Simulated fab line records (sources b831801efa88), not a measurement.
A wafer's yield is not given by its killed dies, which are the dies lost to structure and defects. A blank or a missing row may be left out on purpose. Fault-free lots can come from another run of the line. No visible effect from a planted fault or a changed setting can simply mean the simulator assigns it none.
Code-filled problem report in 8D (eight disciplines) form + flow sky130 + the parts of the form that need people (team, actions taken, sign-off) are left out

## 1. WHAT WENT WRONG
VT_ADJUST_HVTP_TW at SKY_VT_ADJUST_HVTP_TW_MEAS_11 reads a mean of 30 on 3 wafers of 1 lot; wafers without a fault read 1354 with a standard deviation of 8.7. That is -99 or more standard deviations from the usual mean.
First observed at day 11 03:43: wafer L665.2, on film metro-02. The record holds 39 wafers of 13 lots with a number at this step. By rule, "out" or "out of limits" means more than 4 standard deviations away from the usual mean. The rest of the wafers with a number are treated as sound.

## 2. WHAT IT IS, AND WHAT IT ISN'T
| question                    | is                     | is not                                                                 |
|-----------------------------|------------------------|------------------------------------------------------------------------|
| which readings at this step | VT_ADJUST_HVTP_TW      | -                                                                      |
| which lots                  | L665                   | L646, L647, L648, L650, L651, L653, L655, L656, L657, L659, L660, L662 |
| which wafers of those lots  | all that have a number | -                                                                      |
| read on which gauges        | film metro-02          | film metro-01, film metro-04                                           |
| when                        | from day 11 03:43      | up to then (36 sound wafers)                                           |

## 3. THE SUSPECTS, EACH WITH WHAT RULES IT OUT
Counting: a tool at a process step up to the reading stays a suspect if it ran every lot that is out and no sound lot after the first of them.
- ruled out: the gauge at SKY_VT_ADJUST_HVTP_TW_MEAS_11. All the wafers that are out were read on film metro-02, but those of them that SKY_NWELL_STRIP_25 has rows for are out there too, on other tools.
- plasma asher-01 at SKY_NWELL_STRIP_25 (strips in O2/N2): kept. It ran the lot that is out, L665 (day 10 03:33), and no sound lot after that; its last sound lot up to then is L662 (day 9 07:36). Out on those wafers are its own readings of oes product au.
- plasma asher-03 at SKY_VT_ADJUST_HVTP_STRIP_10 (strips in O2/N2): kept. It ran the lot that is out, L665 (day 11 03:34), and no sound lot after that; its last sound lot up to then is L662 (day 10 05:56). Out on those wafers are its own readings of strip time to endpoint s.
What counting leaves: plasma asher-01 at SKY_NWELL_STRIP_25 and plasma asher-03 at SKY_VT_ADJUST_HVTP_STRIP_10.

## 4. THE CAUSE (what the simulator had put in)
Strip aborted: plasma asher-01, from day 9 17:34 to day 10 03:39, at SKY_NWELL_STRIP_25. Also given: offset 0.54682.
Counting leaves 2 suspects; this tool is one of them.

## 5. SEQUENCE OF EFFECTS, ordered by route
Each row: a reading where the mean over the struck wafers with a number is more than 3 standard deviations away from the usual. Only readings for which the record gives a usual standard deviation are gone through. hours: the time from each lot's start at the first step in this table that gives one to its start at this step, as a median over the lots. sigmas: the change in usual standard deviations.
| hours | step                          | reading                  | usual      | on struck wafers | change | sigmas      |
|-------|-------------------------------|--------------------------|------------|------------------|--------|-------------|
| 0     | SKY_NWELL_STRIP_25            | oes product au           | 0.722 a.u. | 0.957            | +0.235 | +51         |
| 24    | SKY_VT_ADJUST_HVTP_STRIP_10   | strip time to endpoint s | 14.17 s    | 26.22            | +12.05 | +99 or more |
| 24    | SKY_VT_ADJUST_HVTP_TW_MEAS_11 | VT_ADJUST_HVTP_TW        | 1354       | 30               | -1324  | -99 or more |
Process steps it contains:
- SKY_NWELL_STRIP_25: strips in O2/N2.
- SKY_VT_ADJUST_HVTP_STRIP_10: strips in O2/N2.
Readings that are blank on the struck wafers while sound wafers have them: strip time to endpoint s at SKY_NWELL_STRIP_25.
Later steps that measure or inspect, where all struck wafers having a row at the step show a number for every such reading and not one has moved that far: SKY_LI_CONTACT_BOW_MEAS_03, SKY_LI_CONTACT_RS_MEAS_22.

## 6. HOW IT WOULD HAVE BEEN CAUGHT EARLIER
The first out-of-limits reading at a measuring or inspecting step in this record came at day 11 03:43, 34 hours after the fault's start at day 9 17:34.
The tool's own readings at SKY_NWELL_STRIP_25 were out on every struck wafer that the step has a row for (oes product au): an alarm limit on them would have fired on the first of those.
By day 11 03:43 the whole set of lots that are out, 1 in number, had already begun SKY_NWELL_STRIP_25 on plasma asher-01. Had the tool been put on hold then, not one of them would have been saved.
